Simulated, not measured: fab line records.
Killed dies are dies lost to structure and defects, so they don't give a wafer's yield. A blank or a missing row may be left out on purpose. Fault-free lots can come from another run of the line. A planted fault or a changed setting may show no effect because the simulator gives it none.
fab line records ; flow sky130
[record] lots = 14; wafers = 42; last-day = 50
route steps=708 shown LDD_LDN@301 POLY_CUT@315
lots with no fault: from the same line, run without faults
start-h: hours from the record's first day to the start of the lot's first wafer shown ; wait-h: hours elapsed since this lot's preceding step ; " same as the row above ; L1.1+2: one row covering several wafers at once ; - value missing, or start not given ; * or withheld: withheld ; < > ~ a bound
route shown NAME@n: a module of which the file shows steps, and the number in the route of the first ; usual: mean and standard deviation over wafers with no fault ; same: alike in all rows ; chamber/n: place in a boat ; sites: per-site readings ; _std_site: the values' standard deviation ; _edge_site: outer sites' mean less inner sites' ; radius-mm: how far each site lies from the wafer's centre ; mask NAME#n: copy n ; behind: the tool/chamber that last shaped the wafer ; hold: cause of the lot's hold/its duration in hours/its outcome ; device: names the non-switching transistor (n, p or np) ; end of line: tests run on the same wafers once the route is complete ; a step without rows: its recipe alone ; killed: dies that structure and defects cost at the first sort, which is not the same as the wafer's yield ; map: dies across one wafer; x = killed, . = not, _ = none there
set.NAME: the run value of the setting; set.NAME@STEP: its run value at that earlier step ; model.NAME: the simulator's own value behind a step, which no gauge read
a sample of lots followed through the steps of the route, with each step as a table and each wafer as a row
services: the hour from which a tool's chamber was out of use, counted from the record's first day as start-h (under 0 if before that day), plus the number of hours and why
[[steps]]
[step SKY_LDD_LDN_STRIP_12]
[recipe] chemistry = O2/N2; power-w = 1400; pressure-mtorr = 1500; platen-temp-c = withheld; o2-flow-sccm = 3000; n2-flow-sccm = 300; overash-fraction = 0.5
[usual] drypump-motor-current-A = 5.9/0.49; o2-flow-sccm = 3000/8.4; oes-product-au = 0.715/0.0047; strip-time-to-endpoint-s = 14.18/0.053
lot.wafer;tool;chamber;start-h;wait-h;drypump-motor-current-A;o2-flow-sccm;oes-product-au;rf-hours-counter-h;strip-time-to-endpoint-s
L313.4;plasma-asher-04;0;534.99;0.1;6.2;3002;0.713;-;14.15
L313.5;plasma-asher-04;1;534.99;0.1;5.1;3008;0.712;-;14.09
L313.6;plasma-asher-04;0;534.99;0.1;6.1;2991;0.716;-;14.10
L314.4;plasma-asher-01;0;535.62;0.1;5.5;3001;0.715;-;14.27
L314.5;plasma-asher-01;0;535.62;0.1;5.5;2995;0.716;-;14.20
L314.6;plasma-asher-01;1;535.62;0.1;6.4;3015;0.710;-;14.21
L315.3;plasma-asher-03;0;547.44;0.1;5.5;3006;0.716;-;14.12
L315.4;plasma-asher-03;1;547.44;0.1;6.4;3001;0.713;-;14.19
L315.6;plasma-asher-03;1;547.44;0.1;6.5;3002;0.716;-;14.13
L316.1;plasma-asher-03;1;548.70;0.1;6.5;2996;0.718;63;14.20
L316.2;plasma-asher-03;0;548.70;0.1;5.5;3002;0.719;63;14.20
L316.3;plasma-asher-03;0;548.70;0.1;5.5;3003;0.715;-;14.21
L317.1;plasma-asher-03;0;552.20;0.1;5.5;3002;0.713;64;14.19
L317.2;plasma-asher-03;1;552.20;0.1;6.5;2994;0.722;64;14.16
L317.4;plasma-asher-03;0;552.20;0.1;5.5;2986;0.715;-;14.17
L319.3;plasma-asher-03;0;575.44;0.1;5.5;2999;0.718;-;14.21
L319.4;plasma-asher-03;1;575.44;0.1;6.5;2999;0.716;-;14.15
L319.5;plasma-asher-03;0;575.44;0.1;5.5;3011;0.715;-;14.11
L320.1;plasma-asher-03;0;586.60;0.1;5.5;3005;0.710;68;14.18
L320.2;plasma-asher-03;1;586.60;0.1;6.5;2990;0.725;68;14.20
L320.6;plasma-asher-03;0;586.60;0.1;5.5;3007;0.715;-;14.19
L321.1;plasma-asher-03;1;598.74;0.1;6.5;2996;0.718;69;14.24
L321.3;plasma-asher-03;1;598.74;0.1;6.5;2991;0.723;-;14.18
L321.6;plasma-asher-03;0;598.74;0.1;5.5;3015;0.700;-;14.18
L322.2;plasma-asher-04;1;601.79;0.1;5.2;2990;0.715;16;14.14
L322.3;plasma-asher-04;0;601.79;0.1;6.2;2999;0.708;-;14.10
L322.6;plasma-asher-04;1;601.79;0.1;5.1;2996;0.708;-;14.12
L330.1;plasma-asher-04;0;680.09;0.1;6.1;3013;0.721;24;14.24
L330.2;plasma-asher-04;1;680.09;0.1;5.1;2987;0.717;24;14.26
L330.5;plasma-asher-04;1;680.09;0.1;5.1;2979;0.715;-;14.24
L332.1;plasma-asher-01;0;684.60;0.1;5.5;3002;0.715;59;14.06
L332.4;plasma-asher-01;1;684.60;0.1;6.4;3001;0.718;-;14.05
L332.5;plasma-asher-01;1;684.60;0.1;6.4;3005;0.718;-;14.04
L334.1;plasma-asher-01;1;719.25;0.1;6.4;3021;0.719;62;14.19
L334.4;plasma-asher-01;0;719.25;0.1;5.5;3009;0.721;-;14.19
L334.5;plasma-asher-01;1;719.25;0.1;6.4;3002;0.719;-;14.20
L336.1;plasma-asher-03;1;719.61;0.1;6.5;2992;0.719;81;14.17
L336.3;plasma-asher-03;1;719.61;0.1;6.5;2988;0.714;-;14.17
L336.5;plasma-asher-03;1;719.61;0.1;6.4;2992;0.717;-;14.13
L335.3;plasma-asher-01;0;730.44;0.1;5.5;2991;0.720;-;14.23
L335.4;plasma-asher-01;1;730.44;0.1;6.4;3004;0.717;-;14.21
L335.5;plasma-asher-01;1;730.44;0.1;6.4;2982;0.715;-;14.18
[step SKY_POLY_CUT_CD_MEAS_08]
[recipe] target-cd-nm = 270
[usual] cd-nm = 269.9/1.5
lot.wafer;tool;chamber;start-h;wait-h;cd-nm
L313.4;cd-sem-02;-;566.34;-;273.8
L313.5;cd-sem-02;-;566.34;-;270.8
L313.6;cd-sem-02;-;566.34;-;272.5
L314.4;cd-sem-02;-;573.76;-;269.5
L314.5;cd-sem-02;-;573.76;-;271.1
L314.6;cd-sem-02;-;573.76;-;269.6
L315.3;cd-sem-01;-;578.64;-;267.4
L315.4;cd-sem-01;-;578.64;-;267.2
L315.6;cd-sem-01;-;578.64;-;269.2
L316.1;cd-sem-01;-;580.38;-;268.8
L316.2;cd-sem-01;-;580.38;-;268.4
L316.3;cd-sem-01;-;580.38;-;269.5
L317.1;cd-sem-01;-;583.90;-;271.1
L317.2;cd-sem-01;-;583.90;-;272.4
L317.4;cd-sem-01;-;583.90;-;270.4
L319.3;cd-sem-02;-;606.84;-;269.9
L319.4;cd-sem-02;-;606.84;-;270.0
L319.5;cd-sem-02;-;606.84;-;269.5
L320.1;cd-sem-01;-;615.03;-;268.8
L320.2;cd-sem-01;-;615.03;-;268.4
L320.6;cd-sem-01;-;615.03;-;269.6
L321.1;cd-sem-01;-;625.20;-;270.3
L321.3;cd-sem-01;-;625.20;-;269.5
L321.6;cd-sem-01;-;625.20;-;270.3
L322.2;cd-sem-01;-;628.17;-;271.6
L322.3;cd-sem-01;-;628.17;-;268.8
L322.6;cd-sem-01;-;628.17;-;272.0
L330.1;cd-sem-01;-;710.80;-;268.1
L330.2;cd-sem-01;-;710.80;-;268.4
L330.5;cd-sem-01;-;710.80;-;267.0
L332.1;cd-sem-02;-;714.18;-;271.4
L332.4;cd-sem-02;-;714.18;-;272.0
L332.5;cd-sem-02;-;714.18;-;270.2
L334.1;cd-sem-02;-;747.28;-;268.4
L334.4;cd-sem-02;-;747.28;-;269.1
L334.5;cd-sem-02;-;747.28;-;268.6
L336.1;cd-sem-02;-;748.23;-;270.6
L336.3;cd-sem-02;-;748.23;-;269.6
L336.5;cd-sem-02;-;748.23;-;269.9
L335.3;cd-sem-02;-;759.02;-;269.1
L335.4;cd-sem-02;-;759.02;-;269.8
L335.5;cd-sem-02;-;759.02;-;269.4
[step SKY_POLY_CUT_OVL_MEAS_09]
[usual] POLY_CUT_OVL = 4/6
lot.wafer;tool;chamber;start-h;wait-h;POLY_CUT_OVL[nm]
L313.4;overlay-01;-;566.41;0.1;14
L313.5;overlay-01;-;566.41;0.1;-2
L313.6;overlay-01;-;566.41;0.1;10
L314.4;overlay-01;-;573.84;0.1;9
L314.5;overlay-01;-;573.84;0.1;-3
L314.6;overlay-01;-;573.84;0.1;12
L315.3;overlay-01;-;578.73;0.1;7
L315.4;overlay-01;-;578.73;0.1;9
L315.6;overlay-01;-;578.73;0.1;3
L316.1;overlay-01;-;580.50;0.1;7
L316.2;overlay-01;-;580.50;0.1;-12
L316.3;overlay-01;-;580.50;0.1;7
L317.1;overlay-01;-;584.02;0.1;-4
L317.2;overlay-01;-;584.02;0.1;8
L317.4;overlay-01;-;584.02;0.1;8
L319.3;overlay-01;-;606.93;0.1;-3
L319.4;overlay-01;-;606.93;0.1;1
L319.5;overlay-01;-;606.93;0.1;1
L320.1;overlay-02;-;615.15;0.1;3
L320.2;overlay-02;-;615.15;0.1;0
L320.6;overlay-02;-;615.15;0.1;3
L321.1;overlay-02;-;625.32;0.1;1
L321.3;overlay-02;-;625.32;0.1;4
L321.6;overlay-02;-;625.32;0.1;10
L322.2;overlay-02;-;628.28;0.1;-9
L322.3;overlay-02;-;628.28;0.1;8
L322.6;overlay-02;-;628.28;0.1;-7
L330.1;overlay-01;-;710.92;0.1;-1
L330.2;overlay-01;-;710.92;0.1;2
L330.5;overlay-01;-;710.92;0.1;1
L332.1;overlay-01;-;714.30;0.1;-3
L332.4;overlay-01;-;714.30;0.1;5
L332.5;overlay-01;-;714.30;0.1;-1
L334.1;overlay-02;-;747.40;0.1;-1
L334.4;overlay-02;-;747.40;0.1;2
L334.5;overlay-02;-;747.40;0.1;3
L336.1;overlay-01;-;748.35;0.1;7
L336.3;overlay-01;-;748.35;0.1;7
L336.5;overlay-01;-;748.35;0.1;5
L335.3;overlay-02;-;759.12;0.1;13
L335.4;overlay-02;-;759.12;0.1;-8
L335.5;overlay-02;-;759.12;0.1;4
[step SKY_POLY_CUT_ETCH_10]
[recipe] chemistry = N2/H2; target = BARC; ion-energy-ev = 200; source-w = 500; bias-w = 100; pressure-mtorr = 30; n2-flow-sccm = 100; h2-flow-sccm = 200; stop-on = SiO2; time-s = 45.9; target-depth-a = 600
[usual] bias-w = 100.0/0.32; chamber-pressure-mTorr = 30.002/0.026; drypump-motor-current-A = 5.8/0.46; h2-flow-sccm = 199.8/0.57; oes-product-au = 0.855/0.0051; throttle-valve-pct = 13.226/0.0089
lot.wafer;tool;chamber;start-h;wait-h;bias-w;chamber-pressure-mTorr;drypump-motor-current-A;h2-flow-sccm;oes-product-au;rf-hours-counter-h;throttle-valve-pct
L313.4;rie-diel-01;3;566.43;0.0;99.7;29.985;6.7;199.3;0.861;4;13.220
L313.5;rie-diel-01;3;566.43;0.0;99.9;29.992;6.7;199.6;0.855;-;13.220
L313.6;rie-diel-01;0;566.43;0.0;99.9;29.987;6.1;200.6;0.855;-;13.232
L314.4;rie-diel-03;2;573.86;0.0;100.0;30.022;5.0;199.4;0.854;47;13.233
L314.5;rie-diel-03;1;573.86;0.0;100.3;29.949;5.3;200.0;0.854;-;13.217
L314.6;rie-diel-03;0;573.86;0.0;100.4;29.949;5.8;199.7;0.844;-;13.240
L315.3;rie-diel-03;3;578.76;0.0;100.0;29.985;5.9;199.2;0.861;3;13.216
L315.4;rie-diel-03;2;578.76;0.0;99.8;30.011;5.0;199.8;0.848;47;13.216
L315.6;rie-diel-03;2;578.76;0.0;100.1;30.032;5.0;199.8;0.861;-;13.228
L316.1;rie-diel-03;1;580.53;0.0;100.6;29.987;5.3;200.3;0.854;7;13.230
L316.2;rie-diel-03;0;580.53;0.0;99.7;30.031;5.8;198.9;0.859;20;13.228
L316.3;rie-diel-03;3;580.53;0.0;100.4;30.037;5.8;200.5;0.850;3;13.210
L317.1;rie-diel-01;3;584.06;0.0;100.9;29.992;6.7;199.7;0.860;5;13.223
L317.2;rie-diel-01;0;584.06;0.0;100.4;29.963;6.1;199.5;0.848;40;13.222
L317.4;rie-diel-01;1;584.06;0.0;100.3;29.999;5.7;199.8;0.857;42;13.219
L319.3;rie-diel-03;3;606.96;0.0;99.8;30.010;5.8;200.2;0.851;4;13.255
L319.4;rie-diel-03;2;606.96;0.0;100.2;29.935;5.0;199.5;0.854;47;13.217
L319.5;rie-diel-03;2;606.96;0.0;100.1;29.994;5.0;198.8;0.859;-;13.219
L320.1;rie-diel-03;2;615.18;0.0;100.4;29.997;5.0;199.1;0.849;48;13.230
L320.2;rie-diel-03;3;615.18;0.0;100.9;30.035;5.8;199.5;0.858;4;13.231
L320.6;rie-diel-03;0;615.18;0.0;100.1;29.992;5.8;200.2;0.856;-;13.214
L321.1;rie-diel-03;3;625.36;0.0;100.2;29.996;5.8;200.4;0.845;4;13.247
L321.3;rie-diel-03;1;625.36;0.0;100.4;29.985;5.3;200.9;0.855;8;13.207
L321.6;rie-diel-03;2;625.36;0.0;99.8;30.044;5.0;200.0;0.865;-;13.241
L322.2;rie-diel-03;0;628.31;0.0;99.7;29.998;5.8;199.4;0.857;21;13.242
L322.3;rie-diel-03;2;628.31;0.0;99.8;30.008;5.0;199.4;0.864;48;13.225
L322.6;rie-diel-03;0;628.31;0.0;100.0;29.997;5.8;199.6;0.850;-;13.228
L330.1;rie-diel-01;0;710.96;0.0;-;-;-;-;-;-;-
L330.2;rie-diel-01;3;710.96;0.0;-;-;-;-;-;-;-
L330.5;rie-diel-01;1;710.96;0.0;-;-;-;-;-;-;-
L332.1;rie-diel-04;2;714.34;0.0;-;-;-;-;-;-;-
L332.4;rie-diel-04;0;714.34;0.0;-;-;-;-;-;-;-
L332.5;rie-diel-04;0;714.34;0.0;-;-;-;-;-;-;-
L334.1;rie-diel-03;3;747.43;0.0;100.0;30.012;5.8;200.1;0.852;7;13.222
L334.4;rie-diel-03;1;747.43;0.0;100.2;30.047;5.3;199.0;0.850;11;13.217
L334.5;rie-diel-03;0;747.43;0.0;99.8;30.026;5.8;199.8;0.856;-;13.228
L336.1;rie-diel-04;1;748.38;0.0;100.5;30.024;6.5;200.3;0.862;6;13.242
L336.3;rie-diel-04;0;748.38;0.0;99.7;29.956;6.1;200.7;0.853;6;13.222
L336.5;rie-diel-04;0;748.38;0.0;99.9;30.007;6.1;200.7;0.851;-;13.218
L335.3;rie-diel-03;2;759.14;0.0;99.9;29.963;5.0;199.9;0.849;1;13.213
L335.4;rie-diel-03;0;759.14;0.0;99.9;30.009;5.8;199.1;0.862;25;13.241
L335.5;rie-diel-03;3;759.14;0.0;99.9;29.977;5.8;198.9;0.854;-;13.236
[step SKY_POLY_CUT_ETCH_11]
[recipe] target = Si3N4; chemistry = CF4/CH2F2/Ar; stop-on = poly-Si; source-w = 600; bias-w = 150; pressure-mtorr = 40; cf4-flow-sccm = 40; ch2f2-flow-sccm = 20; Ar_flow_sccm = 150; time-s = 42.5; target-depth-a = 600
[usual] bias-w = 150.0/0.41; cf4-flow-sccm = 40.01/0.11; drypump-motor-current-A = 5.8/0.46; mfc-ar-sccm = 150.0/0.45; oes-product-au = 0.831/0.0061; throttle-valve-pct = 14.993/0.0093
lot.wafer;tool;chamber;start-h;wait-h;bias-w;cf4-flow-sccm;drypump-motor-current-A;mfc-ar-sccm;oes-product-au;rf-hours-counter-h;throttle-valve-pct
L313.4;rie-diel-01;3;566.47;0.0;150.4;39.98;6.7;149.7;0.825;4;14.983
L313.5;rie-diel-01;3;566.47;0.0;149.8;39.92;6.7;150.2;0.825;-;14.991
L313.6;rie-diel-01;0;566.47;0.0;150.0;39.99;6.1;150.2;0.825;-;14.985
L314.4;rie-diel-03;2;573.90;0.0;150.5;39.96;5.0;150.3;0.836;47;14.990
L314.5;rie-diel-03;1;573.90;0.0;150.4;39.88;5.3;149.9;0.835;-;14.986
L314.6;rie-diel-03;0;573.90;0.0;150.1;40.08;5.8;149.8;0.833;-;14.984
L315.3;rie-diel-03;3;578.80;0.0;150.5;40.01;5.9;149.5;0.828;3;14.984
L315.4;rie-diel-03;2;578.80;0.0;149.2;40.06;5.0;151.0;0.820;47;14.992
L315.6;rie-diel-03;2;578.80;0.0;149.5;39.88;5.0;150.9;0.829;-;14.988
L316.1;rie-diel-03;1;580.57;0.0;149.7;39.99;5.3;150.0;0.825;7;14.995
L316.2;rie-diel-03;0;580.57;0.0;149.8;40.14;5.8;150.1;0.835;20;15.000
L316.3;rie-diel-03;3;580.57;0.0;150.8;40.03;5.8;149.6;0.826;3;14.991
L317.1;rie-diel-01;3;584.10;0.0;149.9;40.00;6.7;149.5;0.829;5;14.986
L317.2;rie-diel-01;0;584.10;0.0;150.3;39.99;6.1;150.5;0.835;40;14.986
L317.4;rie-diel-01;1;584.10;0.0;150.1;40.01;5.7;150.6;0.843;42;14.985
L319.3;rie-diel-03;3;607.00;0.0;150.0;40.12;5.8;149.7;0.840;4;14.996
L319.4;rie-diel-03;2;607.00;0.0;150.3;39.87;5.0;150.8;0.842;47;14.997
L319.5;rie-diel-03;2;607.00;0.0;149.7;39.81;5.0;150.3;0.827;-;14.981
L320.1;rie-diel-03;2;615.22;0.0;149.8;39.99;5.0;150.4;0.841;48;15.003
L320.2;rie-diel-03;3;615.22;0.0;149.3;40.03;5.8;150.1;0.835;4;14.997
L320.6;rie-diel-03;0;615.22;0.0;150.2;39.90;5.8;149.6;0.832;-;15.003
L321.1;rie-diel-03;3;625.40;0.0;150.3;39.97;5.8;150.1;0.839;4;14.999
L321.3;rie-diel-03;1;625.40;0.0;150.8;40.12;5.3;150.1;0.829;8;14.992
L321.6;rie-diel-03;2;625.40;0.0;150.5;39.90;5.0;150.0;0.836;-;14.993
L322.2;rie-diel-03;0;628.35;0.0;149.9;40.02;5.8;150.3;0.826;21;14.980
L322.3;rie-diel-03;2;628.35;0.0;150.0;40.05;5.0;150.5;0.826;48;15.013
L322.6;rie-diel-03;0;628.35;0.0;150.8;40.21;5.8;150.0;0.821;-;14.993
L330.1;rie-diel-01;0;711.00;0.0;149.8;39.95;6.1;149.8;0.387;43;14.948
L330.2;rie-diel-01;3;711.00;0.0;149.4;40.01;6.7;150.0;0.380;8;14.953
L330.5;rie-diel-01;1;711.00;0.0;150.1;40.13;5.7;150.2;0.376;-;14.944
L332.1;rie-diel-04;2;714.38;0.0;149.9;39.78;5.7;149.7;0.378;1;14.948
L332.4;rie-diel-04;0;714.38;0.0;150.3;40.07;6.1;150.3;0.369;5;14.964
L332.5;rie-diel-04;0;714.38;0.0;150.4;39.83;6.1;150.0;0.366;-;14.945
L334.1;rie-diel-03;3;747.47;0.0;149.8;39.88;5.8;150.2;0.827;7;14.974
L334.4;rie-diel-03;1;747.47;0.0;149.9;39.99;5.3;149.5;0.827;11;15.004
L334.5;rie-diel-03;0;747.47;0.0;150.4;39.91;5.8;149.8;0.832;-;14.977
L336.1;rie-diel-04;1;748.42;0.0;149.6;40.03;6.5;150.0;0.838;6;15.009
L336.3;rie-diel-04;0;748.42;0.0;150.0;40.04;6.1;150.3;0.829;6;14.980
L336.5;rie-diel-04;0;748.42;0.0;149.7;40.02;6.1;151.0;0.834;-;14.979
L335.3;rie-diel-03;2;759.18;0.0;150.8;40.18;5.0;149.4;0.834;1;14.991
L335.4;rie-diel-03;0;759.18;0.0;150.3;40.11;5.8;149.8;0.827;25;14.998
L335.5;rie-diel-03;3;759.18;0.0;149.3;40.01;5.8;149.5;0.831;-;15.009
[step SKY_POLY_CUT_STRIP_12]
[recipe] chemistry = O2/N2; power-w = 1400; pressure-mtorr = 1500; platen-temp-c = withheld; o2-flow-sccm = 3000; n2-flow-sccm = 300; overash-fraction = 0.5
[usual] drypump-motor-current-A = 6.0/0.49; o2-flow-sccm = 3001/8.6; oes-product-au = 0.452/0.0044; strip-time-to-endpoint-s = 5.355/0.017
lot.wafer;tool;chamber;start-h;wait-h;drypump-motor-current-A;o2-flow-sccm;oes-product-au;rf-hours-counter-h;strip-time-to-endpoint-s
L313.4;plasma-asher-02;1;566.55;0.1;6.4;3004;0.457;-;5.340
L313.5;plasma-asher-02;1;566.55;0.1;6.5;3002;0.451;-;5.355
L313.6;plasma-asher-02;0;566.55;0.1;5.4;3005;0.446;-;5.342
L314.4;plasma-asher-03;1;573.97;0.1;6.5;2997;0.444;-;5.395
L314.5;plasma-asher-03;0;573.97;0.1;5.5;3012;0.454;-;5.374
L314.6;plasma-asher-03;1;573.97;0.1;6.5;3002;0.454;-;5.382
L315.3;plasma-asher-02;1;578.87;0.1;6.4;2997;0.447;-;5.355
L315.4;plasma-asher-02;0;578.87;0.1;5.4;3015;0.450;-;5.337
L315.6;plasma-asher-02;0;578.87;0.1;5.5;3000;0.459;-;5.358
L316.1;plasma-asher-01;1;580.61;0.0;6.4;3003;0.451;48;5.336
L316.2;plasma-asher-01;0;580.61;0.0;5.5;3000;0.452;48;5.339
L316.3;plasma-asher-01;0;580.61;0.0;5.5;2997;0.457;-;5.342
L317.1;plasma-asher-03;0;584.14;0.0;5.5;2993;0.453;67;5.350
L317.2;plasma-asher-03;1;584.14;0.0;6.5;2993;0.452;67;5.340
L317.4;plasma-asher-03;0;584.14;0.0;5.5;3007;0.446;-;5.333
L319.3;plasma-asher-02;0;607.07;0.1;5.5;2987;0.454;-;5.335
L319.4;plasma-asher-02;1;607.07;0.1;6.4;2996;0.460;-;5.327
L319.5;plasma-asher-02;0;607.07;0.1;5.5;3003;0.454;-;5.328
L320.1;plasma-asher-02;1;615.26;0.0;6.5;2995;0.459;91;5.347
L320.2;plasma-asher-02;0;615.26;0.0;5.4;3014;0.450;91;5.349
L320.6;plasma-asher-02;0;615.26;0.0;5.4;3005;0.453;-;5.347
L321.1;plasma-asher-02;1;625.44;0.0;6.5;3010;0.448;93;5.348
L321.3;plasma-asher-02;0;625.44;0.0;5.5;2997;0.457;-;5.356
L321.6;plasma-asher-02;1;625.44;0.0;6.5;3000;0.449;-;5.346
L322.2;plasma-asher-02;1;628.39;0.0;6.4;3005;0.455;93;5.386
L322.3;plasma-asher-02;0;628.39;0.0;5.4;2982;0.449;-;5.373
L322.6;plasma-asher-02;0;628.39;0.0;5.4;2996;0.450;-;5.375
L330.1;plasma-asher-01;1;711.04;0.0;6.4;3002;0.462;61;5.629
L330.2;plasma-asher-01;0;711.04;0.0;5.5;3014;0.461;61;5.649
L330.5;plasma-asher-01;0;711.04;0.0;5.5;3004;0.462;-;5.640
L332.1;plasma-asher-03;0;714.42;0.0;5.5;3013;0.468;80;5.625
L332.4;plasma-asher-03;0;714.42;0.0;5.5;3002;0.465;-;5.636
L332.5;plasma-asher-03;0;714.42;0.0;5.5;2999;0.460;-;5.634
L334.1;plasma-asher-03;0;747.51;0.0;5.5;2992;0.450;84;5.333
L334.4;plasma-asher-03;1;747.51;0.0;6.5;2991;0.452;-;5.358
L334.5;plasma-asher-03;1;747.51;0.0;6.5;2987;0.452;-;5.353
L336.1;plasma-asher-01;0;748.46;0.0;5.5;3007;0.448;65;5.359
L336.3;plasma-asher-01;0;748.46;0.0;5.5;3005;0.457;-;5.343
L336.5;plasma-asher-01;1;748.46;0.0;6.4;2995;0.455;-;5.345
L335.3;plasma-asher-02;0;759.26;0.1;5.5;2998;0.455;-;5.362
L335.4;plasma-asher-02;1;759.26;0.1;6.5;3001;0.453;-;5.361
L335.5;plasma-asher-02;0;759.26;0.1;5.4;3008;0.445;-;5.339
[[services]]
tool;chamber;start-h;hours;kind
rie-diel-04;2;516.74;2.7;repair
plasma-asher-02;-;532.22;3.3;repair
plasma-asher-04;-;543.02;10.0;pm
plasma-asher-02;-;550.34;2.8;pm
rie-diel-04;-;563.86;0.3;repair
plasma-asher-03;-;569.85;1.9;repair
rie-diel-04;2;596.89;9.0;repair
rie-diel-03;-;633.19;0.6;repair
plasma-asher-03;-;635.21;1.6;repair
rie-diel-04;-;652.86;0.4;repair
rie-diel-04;-;658.42;0.2;repair
rie-diel-01;2;675.07;2.5;repair
plasma-asher-04;-;696.43;2.8;pm
rie-diel-04;-;709.87;0.5;repair
plasma-asher-04;-;726.51;1.1;repair
rie-diel-03;2;728.61;-;clean
rie-diel-03;2;728.61;16.3;scheduled-down
rie-diel-03;2;728.61;16.3;vent-cycle
plasma-asher-02;-;733.75;9.0;pm
plasma-asher-02;0;733.75;9.0;vent-cycle
plasma-asher-02;1;733.75;9.0;vent-cycle
plasma-asher-02;-;737.72;0.4;repair
plasma-asher-02;0;742.75;-;clean
plasma-asher-02;-;747.12;1.4;repair
[[key]]
[first-sign] step = SKY_POLY_CUT_ETCH_10; reading = tool-record; direction = missing
[effect] step = SKY_POLY_CUT_ETCH_11; reading = oes-product-au; direction = down; sigmas = 74; usual = 0.831; struck = 0.376
[effect] step = SKY_POLY_CUT_STRIP_12; reading = strip-time-to-endpoint-s; direction = up; sigmas = 16; usual = *; struck = *
met-at SKY_POLY_CUT_ETCH_10
struck-lots L330,L332
later-rows-left-out L330.1,L330.2,L330.5,L332.1,L332.4,L332.5
sort-left-out L330.1,L330.2,L330.5,L332.1,L332.4,L332.5
tester-left-out L330,L332
not-acting-at SKY_LDD_LDN_STRIP_12,SKY_POLY_CUT_CD_MEAS_08,SKY_POLY_CUT_OVL_MEAS_09
onset-between 584.06 710.96
[fault] kind = skipped-step-whole; tool = rie-diel-01,rie-diel-04; chamber = -; onset-h = 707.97; steps = SKY_POLY_CUT_ETCH_10; scope = struck-lots-only
// tester-left-out: of these lots the tester's yield and bins aren't shown, on N5 and GAA mostly nor the transistor test; their killed dies are dies lost to structure and defects alone, not to doping, threshold or leakage, so they don't give the yield
// sort-left-out: the simulated sort isn't trusted on such a fault, so these wafers' sort isn't shown, and their yield isn't known
// later-rows-left-out: the simulator's readings of these wafers behind a module that went badly wrong aren't trusted and aren't shown, but for the sort
